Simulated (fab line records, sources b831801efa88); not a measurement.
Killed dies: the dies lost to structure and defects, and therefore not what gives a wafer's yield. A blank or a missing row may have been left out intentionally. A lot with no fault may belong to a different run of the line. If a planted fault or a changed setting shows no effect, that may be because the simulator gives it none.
Check for tools in common | flow sky130 | 14 lots and 42 wafers in the sample

## WHY THIS WAS OPENED
At SKY_DNWELL_TW_MEAS_09 the reading DNWELL_TW is flagged on 2 of 14 lots. Wafers without a fault read 1105, standard deviation 20.
Rule: a lot gets a flag if all its wafers with a number sit over 4 standard deviations from that mean, or if no wafer of it has a number. The rest of the lots are taken to be sound.

lot  | measured    | on            | DNWELL_TW, wafer by wafer | flag
L721 | day 3 06:19 | film metro-02 | 1120 1128 1130            |
L723 | day 3 16:36 | film metro-03 | 1084 1079 1076            |
L722 | day 3 17:05 | film metro-03 | 1084 1082 1081            |
L724 | day 4 00:09 | film metro-03 | 1098 1088 1093            |
L725 | day 4 04:30 | film metro-01 | 1090 1105 1101            |
L726 | day 4 08:32 | film metro-01 | 1099 1102 1101            |
L727 | day 4 09:32 | film metro-01 | 1099 1096 1097            |
L730 | day 5 04:15 | film metro-03 | 1087 1084 1092            |
L731 | day 5 09:15 | film metro-01 | 1094 1087 1097            |
L732 | day 5 13:50 | film metro-01 | 1090 1092 1094            |
L735 | day 6 06:20 | film metro-02 | 1136 1134 1137            |
L740 | day 7 10:37 | film metro-03 | 519 527 521               | FLAGGED
L741 | day 7 16:14 | film metro-03 | 1099 1088 1092            |
L743 | day 8 05:23 | film metro-02 | 535 542 544               | FLAGGED
The numbers of the flagged lots are 531 on average: -574 against the usual, or -29 standard deviations.

## LOT BY LOT: THE TOOL USED
The record holds 1 process step before the reading, out of a route of 708 steps. Cell contents, in order: the tool; ch with the chambers the sampled wafers went through; the start.
lot  | flag    | SKY_DNWELL_DEVELOP_06
L721 |         | litho track-02 ch 0, day 3 05:00
L723 |         | litho track-02 ch 0, day 3 16:00
L722 |         | litho track-03 ch 0, day 3 16:00
L724 |         | litho track-02 ch 0, day 3 23:00
L725 |         | litho track-02 ch 0, day 4 04:00
L726 |         | litho track-02 ch 0, day 4 08:00
L727 |         | litho track-02 ch 0, day 4 09:00
L730 |         | litho track-01 ch 0, day 5 03:00
L731 |         | litho track-02 ch 0, day 5 08:00
L732 |         | litho track-03 ch 0, day 5 13:00
L735 |         | litho track-03 ch 0, day 6 05:00
L740 | FLAGGED | litho track-02 ch 0, day 7 10:00
L741 |         | litho track-03 ch 0, day 7 15:00
L743 | FLAGGED | litho track-02 ch 0, day 8 04:00
What these steps do:
- SKY_DNWELL_DEVELOP_06: develop time 60 s.
- SKY_DNWELL_TW_MEAS_09

## FLAGGED AGAINST TOTAL, ONE TOOL AT A TIME (gauges that did the reading follow at the end)
step                  | tool           | lots run | flagged | share of the flagged lots | sound lots run after its first flagged lot
SKY_DNWELL_DEVELOP_06 | litho track-01 | 1        | 0       | none                      | -
SKY_DNWELL_DEVELOP_06 | litho track-02 | 9        | 2       | all                       | 0
SKY_DNWELL_DEVELOP_06 | litho track-03 | 4        | 0       | none                      | -
SKY_DNWELL_TW_MEAS_09 | film metro-01  | 5        | 0       | none                      | -
SKY_DNWELL_TW_MEAS_09 | film metro-02  | 3        | 1       | some                      | 0
SKY_DNWELL_TW_MEAS_09 | film metro-03  | 6        | 1       | some                      | 1 (L741)

## THE TABLE: WHAT IT ALLOWS
Rows of the table that ran each flagged lot: 1, that is litho track-02 at SKY_DNWELL_DEVELOP_06.
- litho track-02 at SKY_DNWELL_DEVELOP_06: 2 of its 9 lots flagged. It ran its last sound lot, L731, at day 5 08:00 and its first flagged lot, L740, at day 7 10:00: a fault with its onset between the two fits.
Left over: one tool, litho track-02 at SKY_DNWELL_DEVELOP_06.

## WHAT THE SIMULATOR HAD INSERTED
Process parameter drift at SKY_DNWELL_DEVELOP_06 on litho track-02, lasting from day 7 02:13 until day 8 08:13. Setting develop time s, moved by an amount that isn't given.
Lots struck among those shown: L740, L743. This agrees with what the rule above found.
